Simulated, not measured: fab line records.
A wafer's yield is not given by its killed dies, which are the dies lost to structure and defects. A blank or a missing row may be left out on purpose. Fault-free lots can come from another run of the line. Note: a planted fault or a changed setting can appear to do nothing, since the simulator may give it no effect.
Comparing a struck lot with a sound one :: flow sky130 :: 17 out of 708 route steps
Sound: these wafers, L206.1, L206.2, L206.5. Struck: wafers L214.3, L214.5. (L214.4 of the same lot was not struck and is left out.) The cause comes at the end.
Per side, at each step with rows, come the tool, then ch with its chambers, and then its first start. Under that, the readings that differ: sound wafers :: struck wafers :: difference of the means :: sigmas: that difference in standard deviations of wafers without a fault.
alike: a reading whose means differ by less than 2 such deviations, as well as words and numbers matching on both sides. not compared: withheld readings; readings where some wafer has no value; bounds like >300 that might hide an equal value; numbers whose values overlap and for which the record gives no deviation.
Wherever a step has rows on one side only, a row that says differs or no value, or a row with sigmas, the two part there. Numbers that don't overlap but have no deviation are shown without sigmas and don't part them. Lack of a reading on every wafer of one side parts them only where that side has two or more wafers.

first, 3 steps without rows for these wafers: SKY_LI_CONTACT_EXPOSE_09 (exposes mask LICM1, target cd 170 nm); SKY_LI_CONTACT_PEB_10; SKY_LI_CONTACT_DEVELOP_11 (develop time 60 s).
SKY_LI_CONTACT_CD_MEAS_12: the cd target is 170 nm.
  struck on cd sem-02, day 33 04:50; sound on cd sem-02, day 31 05:00
  alike: cd nm
SKY_LI_CONTACT_OVL_MEAS_13:
  struck on overlay-01, day 33 04:55; sound on overlay-01, day 31 05:07
  alike: LI_CONTACT_OVL
SKY_LI_CONTACT_ETCH_14: etches BARC in N2/H2, stops on SiO2, time 45.9 s, target depth 60 nm.
  sound on rie diel-01 ch 0,3, day 31 05:09; struck on rie diel-03 ch 0,2, day 33 04:56
  alike: drypump motor current A, oes product au, throttle valve pct
  not compared: rf hours counter h
SKY_LI_CONTACT_ETCH_15: etches PSG in C4F8/O2/Ar, stops on Si, target depth 600 nm.
  sound on rie diel-01 ch 0,3, day 31 05:11; struck on rie diel-03 ch 0,2, day 33 04:59
  alike: oes product au
then, 3 steps without rows for these wafers: SKY_LI_CONTACT_STRIP_16 (strips in O2/N2); SKY_LI_CONTACT_CLEAN_17 (cleans in NMP, time 600 s); SKY_LI_CONTACT_PRE_CLEAN_18 (time 5.6 s).
SKY_LI_CONTACT_SPUTTER_19: material Ti, target thk 20 nm, time 106.37 s.
  struck on pvd sputter-03, day 33 05:22; sound on pvd sputter-03, day 31 05:35
  alike: throttle valve pct
SKY_LI_CONTACT_SPUTTER_20: material TiN, target thk 20 nm, time 80 s.
  struck on pvd sputter-03, day 33 05:26; sound on pvd sputter-03, day 31 05:40
  alike: throttle valve pct
SKY_LI_CONTACT_CVD_21: deposits W, target thk 400 nm, time 120.56 s.
  sound on cvd w-02 ch 0,1, day 31 05:44; struck on cvd w-02 ch 0, day 33 05:32
reading: susceptor temp C (C)
sound: 400.46 400.36 400.42
struck: 395.19 394.96
difference: -5.34
sigmas: -21

reading: model.W_of_LI_CONTACT_CVD_21.thk nm (nm)
sound: 402.6 394.1 395
struck: 356.9 355.2
difference: -41.2
sigmas: 
  alike: heater power w
SKY_LI_CONTACT_RS_MEAS_22: a four-point-probe measurement.
  struck on film metro-04, day 33 05:40; sound on film metro-02, day 31 05:51
reading: LI_CONTACT_W_RS (ohm/sq)
sound: 0.283 0.289 0.288
struck: 0.320 0.322
difference: +0.034
sigmas: +9
SKY_LI_CONTACT_THK_MEAS_23: measures by xrf.
  struck on film metro-04, day 33 05:46; sound on film metro-02, day 31 05:58
reading: LI_CONTACT_W_THK (nm)
sound: 401 393 398
struck: 352 349
difference: -47
sigmas: -7
SKY_LI_CONTACT_CMP_24: polishes, stops on PSG, t overpolish 20 s, target thk 0 nm.
  sound on cmp-02 ch 0,2,3, day 31 06:08; struck on cmp-01 ch 0,3, day 33 05:52
  alike: motor current A
-- record jumps: 16 days separate the struck wafers' starts on either side; left off in module LI_CONTACT, taken up again in module PAD_OPEN, whose first shown step is the route's number 708 --
SKY_PAD_OPEN_PROBE_99:
  only the struck wafers here have rows in the record (prober-01, day 48 19:55); the sound ones have none

WHERE THEY PART
Earliest at SKY_LI_CONTACT_CVD_21; latest, in this record, at SKY_PAD_OPEN_PROBE_99.

WHY: what the simulator had put in
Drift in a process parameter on cvd w-02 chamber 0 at SKY_LI_CONTACT_CVD_21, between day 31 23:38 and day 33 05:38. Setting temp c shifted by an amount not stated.
